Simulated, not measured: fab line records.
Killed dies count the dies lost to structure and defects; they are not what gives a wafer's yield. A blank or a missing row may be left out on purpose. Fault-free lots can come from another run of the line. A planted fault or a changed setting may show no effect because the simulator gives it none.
Which tool was responsible? ; flow gf180mcu ; Sampling: 12 lots, 36 wafers, 5 of 602 route steps

## WHAT EACH GAUGE READ, for each wafer
GF_SALICIDE_RS_MEAS_04: measurement is done with a four-point probe. Usual: SALICIDE_TIN_RS gives 16.3 ohm/sq (standard deviation 0.34).
lot;measured;on;SALICIDE_TIN_RS (ohm/sq);flag
L124;day 15 14:27;film_metro-02;16.5 16.6 16.6;
L125;day 15 23:33;film_metro-01;16.4 17.1 16.1;
L126;day 16 04:07;film_metro-01;16.6 16.5 16.2;
L127;day 16 15:41;film_metro-04;16.6 16.1 16.0;
L129;day 17 16:23;film_metro-01;16.3 16.8 16.5;
L130;day 17 19:56;film_metro-01;15.8 16.7 15.7;
L132;day 18 13:23;film_metro-01;16.6 16.8 16.6;
L138;day 20 14:22;film_metro-04;16.1 16.6 16.8;
L139;day 20 23:13;film_metro-02;16.2 16.5 16.4;
L140;day 21 04:53;film_metro-02;16.6 16.2 15.9;
L144;day 22 13:06;film_metro-01;16.7 16.5 16.8;
L146;day 23 07:26;film_metro-04;16.1 16.4 16.0;

GF_CONTACT_THK_MEAS_01. Usual: CONTACT_CVD_00_THK gives 300 nm (standard deviation 4).
lot;measured;on;CONTACT_CVD_00_THK (nm);flag
L124;day 15 14:58;film_metro-03;295 298 296;
L125;day 16 00:05;film_metro-04;299 296 299;
L126;day 16 04:38;film_metro-04;301 300 303;
L127;day 16 16:11;film_metro-04;297 293 299;
L129;day 17 16:53;film_metro-04;291 296 295;
L130;day 17 20:26;film_metro-03;299 303 300;
L132;day 18 13:53;film_metro-03;305 305 307;
L138;day 20 14:52;film_metro-04;298 298 303;
L139;day 20 23:44;film_metro-01;303 148 150 303 148 150;OFF
L140;day 21 05:23;film_metro-03;309 301 155 309 302 155;OFF
L144;day 22 13:37;film_metro-01;295 302 299;
L146;day 23 07:56;film_metro-01;292 297 299;

## TOOL THAT RAN EACH LOT (tool first, then ch and the chambers of the sampled wafers, then the start)
lot;GF_SALICIDE_SPUTTER_03;GF_SALICIDE_RTA_08;GF_CONTACT_CVD_00
L124;pvd_sputter-04, day 15 14:24;rtp_anneal-02 ch 0, day 15 14:49;hdpcvd-01 ch 0,1, day 15 14:54
L125;pvd_sputter-03, day 15 23:31;rtp_anneal-01 ch 0, day 15 23:56;hdpcvd-01 ch 1, day 16 00:01
L126;pvd_sputter-01, day 16 04:05;rtp_anneal-02 ch 0, day 16 04:29;hdpcvd-02 ch 1,2, day 16 04:35
L127;pvd_sputter-01, day 16 15:36;rtp_anneal-01 ch 0, day 16 16:03;hdpcvd-02 ch 0,1,2, day 16 16:07
L129;pvd_sputter-01, day 17 16:19;rtp_anneal-01 ch 0, day 17 16:45;hdpcvd-02 ch 0,1, day 17 16:49
L130;pvd_sputter-03, day 17 19:52;rtp_anneal-02 ch 0, day 17 20:17;hdpcvd-01 ch 0,1,2, day 17 20:22
L132;pvd_sputter-01, day 18 13:19;rtp_anneal-01 ch 0, day 18 13:45;hdpcvd-01 ch 0,2, day 18 13:49
L138;pvd_sputter-01, day 20 14:18;rtp_anneal-02 ch 0, day 20 14:44;hdpcvd-01 ch 1,2, day 20 14:49
L139;pvd_sputter-04, day 20 23:11;rtp_anneal-02 ch 0, day 20 23:35;hdpcvd-01 ch 0,1, day 20 23:41
L140;pvd_sputter-01, day 21 04:50;rtp_anneal-01 ch 0, day 21 05:15;hdpcvd-01 ch 0,1,2, day 21 05:20
L144;pvd_sputter-04, day 22 13:04;rtp_anneal-01 ch 0, day 22 13:28;hdpcvd-02 ch 0,1,2, day 22 13:34
L146;pvd_sputter-04, day 23 07:22;rtp_anneal-01 ch 0, day 23 07:49;hdpcvd-02 ch 0,1,2, day 23 07:52
- GF_SALICIDE_SPUTTER_03: material TiN, target thk 20 nm, time 16.7 s.
- GF_SALICIDE_RTA_08: time 30 s.
- GF_CONTACT_CVD_00: deposits SiO2, target thk 300 nm, time 50 s.

## WHAT THE TOOLS THEMSELVES READ (means of the sampled wafers that have a number; where no wafer has one, the mark that the record gives instead)
GF_SALICIDE_SPUTTER_03. Usual: throttle_valve_pct reads 30.0 % (standard deviation 0.94).
lot;tool;throttle_valve_pct (%);flag
L124;pvd_sputter-04;29.5;
L125;pvd_sputter-03;29.5;
L126;pvd_sputter-01;30.1;
L127;pvd_sputter-01;31.0;
L129;pvd_sputter-01;31.4;
L130;pvd_sputter-03;29.7;
L132;pvd_sputter-01;30.9;
L138;pvd_sputter-01;30.8;
L139;pvd_sputter-04;30.0;
L140;pvd_sputter-01;30.2;
L144;pvd_sputter-04;29.7;
L146;pvd_sputter-04;29.9;

GF_SALICIDE_RTA_08. Usual: lamp_power_pct 15.3 %, standard deviation 1; wafer_temp_C_max 804.9, standard deviation 1.3.
lot;tool;lamp_power_pct (%);wafer_temp_C_max;flag
L124;rtp_anneal-02;14.0;807.1;
L125;rtp_anneal-01;16.1;804.2;
L126;rtp_anneal-02;14.0;805.4;
L127;rtp_anneal-01;16.1;803.7;
L129;rtp_anneal-01;16.1;803.3;
L130;rtp_anneal-02;14.0;806.3;
L132;rtp_anneal-01;16.1;804.4;
L138;rtp_anneal-02;14.0;806.9;
L139;rtp_anneal-02;14.0;805.8;
L140;rtp_anneal-01;16.1;804.1;
L144;rtp_anneal-01;16.1;805.4;
L146;rtp_anneal-01;16.1;803.5;

GF_CONTACT_CVD_00. Usual: sih4_flow_sccm reads 59.96 sccm (standard deviation 0.15).
lot;tool;sih4_flow_sccm (sccm);flag
L124;hdpcvd-01;59.72;
L125;hdpcvd-01;60.01;
L126;hdpcvd-02;59.96;
L127;hdpcvd-02;59.91;
L129;hdpcvd-02;59.91;
L130;hdpcvd-01;59.87;
L132;hdpcvd-01;59.89;
L138;hdpcvd-01;60.00;
L139;hdpcvd-01;39.88;OFF
L140;hdpcvd-01;50.09;OFF
L144;hdpcvd-02;60.05;
L146;hdpcvd-02;59.94;

## THE ANSWER, worked out from the rows above alone
Rule: a lot counts as off when the mean over its wafers that have a number is more than 3 standard deviations away from the usual mean. A lot without any number at a reading at which 4 lots or more have one is off too. Where the step has rows for the other lots, those lots are counted as sound. First the gauges in route order, then the tools' own readings, where a lot's mean is used as printed above. At the first step where some lot is off, the reading lying furthest off is the one used; lots without a number count as furthest.
Off: L139, L140, at GF_CONTACT_THK_MEAS_01 (CONTACT_CVD_00_THK).
If a tool, at a process step before that reading, ran all the lots that are off and no sound lot after the first of them, it fits. The gauges at GF_CONTACT_THK_MEAS_01 aren't tried: what is off there is off at GF_CONTACT_CVD_00 too, on other tools, and a gauge's error can't cause that. One fits: hdpcvd-01 at GF_CONTACT_CVD_00. A fault onset in the window from L138 (day 20 14:49, its last sound lot) to L139 (day 20 23:41, its first lot off) fits.
The tool's own readings at GF_CONTACT_CVD_00 bear it out: on the lots that are off they differ by more than 5 times the standard deviation of the sound lots' means. sih4_flow_sccm reads 44.98 sccm there against 59.93 sccm on the sound lots.

## WHAT THE SIMULATOR HAD PUT IN
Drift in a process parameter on hdpcvd-01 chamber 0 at GF_CONTACT_CVD_00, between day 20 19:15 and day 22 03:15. A move of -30 in setting sih4_flow_sccm, from 60. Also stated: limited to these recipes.
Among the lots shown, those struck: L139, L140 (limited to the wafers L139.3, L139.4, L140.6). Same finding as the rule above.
